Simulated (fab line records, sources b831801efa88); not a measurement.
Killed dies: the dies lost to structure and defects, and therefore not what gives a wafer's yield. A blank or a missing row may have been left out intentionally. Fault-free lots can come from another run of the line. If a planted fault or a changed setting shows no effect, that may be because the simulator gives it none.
Which of the tools did it?	flow gf180mcu	13 lots with 38 wafers sampled at 5 steps, on a route of 602 steps

== WHAT EACH GAUGE READ, for each wafer ==
GF_VT_IMPLANT_OVL_MEAS_07. Usual: VT_IMPLANT_OVL typically reads -0.4 nm, with standard deviation 1.3.
lot	measured	on	VT_IMPLANT_OVL (nm)	flag
L675	day 5 18:31	overlay-02	1.0 2.0 1.6	
L676	day 6 02:19	overlay-02	2.0 1.2 1.1	
L677	day 6 09:55	overlay-01	0.3 0.6 -1.2	
L678	day 6 12:57	overlay-02	-2.7 -0.7 -1.6	
L680	day 6 17:40	overlay-02	-0.5 0.5 -0.6	
L681	day 7 05:27	overlay-01	-0.7 0.1 -1.9	
L682	day 7 14:28	overlay-01	-2.3 -1.1	
L683	day 7 18:50	overlay-02	-0.4 1.1 0.1	
L688	day 8 23:34	overlay-01	-1.0 -3.1 -2.1	
L689	day 9 05:34	overlay-02	-0.3 -1.5 -0.9	
L693	day 10 07:18	overlay-01	-114.5 -115.1 -116.1	OFF
L694	day 10 11:42	overlay-01	-115.1 -113.8 -115.2	OFF
L697	day 11 06:58	overlay-02	1.4 0.1 0.4	

GF_CONTACT_THK_MEAS_01. Usual: CONTACT_CVD_00_THK typically reads 303 nm, with standard deviation 3.6.
lot	measured	on	CONTACT_CVD_00_THK (nm)	flag
L675	day 15 07:43	film-metro-04	303 307 298	
L676	day 15 18:10	film-metro-03	299 305 300	
L677	day 16 07:28	film-metro-01	304 305 305	
L678	day 16 09:55	film-metro-03	302 306 305	
L680	day 16 21:07	film-metro-03	298 301 304	
L681	day 17 09:50	film-metro-03	303 302 305	
L682	day 18 00:53	film-metro-03	305 312	
L683	day 18 03:38	film-metro-01	306 302 299	
L688	day 19 21:11	film-metro-03	302 296 298	
L689	day 20 05:52	film-metro-01	303 305 306	
L693	day 21 20:31	film-metro-01	299 300 306	
L694	day 21 22:10	film-metro-03	301 298 299	
L697	day 23 01:02	film-metro-03	303 303 304	

GF_V1_THK_MEAS_01. Usual: V1_CVD_00_THK typically reads 598 nm, with standard deviation 7.9.
lot	measured	on	V1_CVD_00_THK (nm)	flag
L675	day 17 08:11	film-metro-01	595 608 597	
L676	day 17 18:14	film-metro-03	591 606 606	
L677	day 18 08:04	film-metro-02	597 597 594	
L678	day 18 11:54	film-metro-03	612 607 599	
L680	day 18 22:47	film-metro-03	595 600 599	
L681	day 19 13:02	film-metro-03	584 593 606	
L682	day 20 04:26	film-metro-02	580 594	
L683	day 20 07:38	film-metro-01	589 598 590	
L688	day 22 00:15	film-metro-03	598 607 599	
L689	day 22 08:06	film-metro-02	612 600 603	
L693	day 23 21:38	film-metro-03	608 606 603	
L694	day 23 22:33	film-metro-01	606 606 603	
L697	day 25 01:47	film-metro-02	607 590 604	

== WHAT TOOL EACH LOT RAN ON (gives the tool, then ch and the chambers of the sampled wafers, and finally the start) ==
lot	GF_VT_IMPLANT_EXPOSE_04	GF_CONTACT_ETCH_17
L675	iline-stepper-01 ch 0, day 5 11:31	rie-diel-03 ch 0,2,3, day 17 08:11 or earlier
L676	iline-stepper-01 ch 0, day 5 19:37	rie-diel-01 ch 0,3, day 17 18:14 or earlier
L677	iline-stepper-02 ch 0, day 6 02:35	rie-diel-02 ch 1,2,3, day 18 08:04 or earlier
L678	iline-stepper-02 ch 0, day 6 05:59	rie-diel-03 ch 0,2,3, day 18 11:54 or earlier
L680	iline-stepper-02 ch 0, day 6 10:34	rie-diel-01 ch 1,2,3, day 18 22:47 or earlier
L681	iline-stepper-02 ch 0, day 6 21:47	rie-diel-03 ch 1,2,3, day 19 13:02 or earlier
L682	iline-stepper-01 ch 0, day 7 06:50	rie-diel-02 ch 1,3, day 20 04:26 or earlier
L683	iline-stepper-01 ch 0, day 7 10:58	rie-diel-02 ch 1,2,3, day 20 07:38 or earlier
L688	iline-stepper-01 ch 0, day 8 15:49	rie-diel-01 ch 2,3, day 22 00:15 or earlier
L689	iline-stepper-02 ch 0, day 8 20:35	rie-diel-03 ch 0,1,2, day 22 08:06 or earlier
L693	iline-stepper-02 ch 0, day 9 23:05	rie-diel-01 ch 2,3, day 23 21:38 or earlier
L694	iline-stepper-02 ch 0, day 10 03:32	rie-diel-02 ch 0,1, day 23 22:33 or earlier
L697	iline-stepper-01 ch 0, day 10 22:24	rie-diel-02 ch 0,1,3, day 25 01:47 or earlier
- GF_VT_IMPLANT_EXPOSE_04: exposes mask LVPWELL LV AREA, target cd 600 nm.
- GF_CONTACT_ETCH_17: etches SiO2 in C4F8/O2/Ar, stops on CoSi2, target depth 860 nm.

== AS READ BY THE TOOLS THEMSELVES (means over the sampled wafers that have a number; for cases with no such wafer, the mark the record gives instead) ==
GF_VT_IMPLANT_EXPOSE_04. Usual: 139.98 for exposure-dose-mJ-cm2, sd 0.16.
lot	tool	exposure-dose-mJ-cm2	flag
L675	iline-stepper-01	140.17	
L676	iline-stepper-01	139.94	
L677	iline-stepper-02	139.99	
L678	iline-stepper-02	139.92	
L680	iline-stepper-02	140.01	
L681	iline-stepper-02	139.80	
L682	iline-stepper-01	139.97	
L683	iline-stepper-01	139.66	
L688	iline-stepper-01	139.83	
L689	iline-stepper-02	140.03	
L693	iline-stepper-02	140.17	
L694	iline-stepper-02	140.00	
L697	iline-stepper-01	139.88	

GF_CONTACT_ETCH_17. Usual: 0.816 a.u. for oes-product-au, sd 0.0046.
lot	tool	oes-product-au (a.u.)	flag
L675	rie-diel-03	0.821	
L676	rie-diel-01	0.819	
L677	rie-diel-02	0.816	
L678	rie-diel-03	0.814	
L680	rie-diel-01	0.814	
L681	rie-diel-03	0.817	
L682	rie-diel-02	0.819	
L683	rie-diel-02	0.816	
L688	rie-diel-01	0.816	
L689	rie-diel-03	0.817	
L693	rie-diel-01	0.818	
L694	rie-diel-02	0.815	
L697	rie-diel-02	0.815	

== THE ANSWER, worked out from the rows above alone ==
Rule: lot off if the mean of its wafers having a number is beyond 3 standard deviations from the usual mean. A lot without any number at a reading at which 4 lots or more have one is off too. The other lots that the step has rows for count as sound. First the gauges in route order, then the tools' own readings, where a lot's mean is used as printed above. The first step at which some lot is off is used, and at that step the reading that is off furthest; a lot without a number counts as furthest.
Off: L693, L694, at GF_VT_IMPLANT_OVL_MEAS_07 (VT_IMPLANT_OVL).
A tool fits if, at a process step before that reading, it ran every lot that is off, and no sound lot after the first of them. Those tools and the gauges at GF_VT_IMPLANT_OVL_MEAS_07 are tried in the same way. Can't be told from this: 2 tools fit, iline-stepper-02 at GF_VT_IMPLANT_EXPOSE_04, overlay-01 at GF_VT_IMPLANT_OVL_MEAS_07.

== WHAT THE SIMULATOR HAD PUT IN ==
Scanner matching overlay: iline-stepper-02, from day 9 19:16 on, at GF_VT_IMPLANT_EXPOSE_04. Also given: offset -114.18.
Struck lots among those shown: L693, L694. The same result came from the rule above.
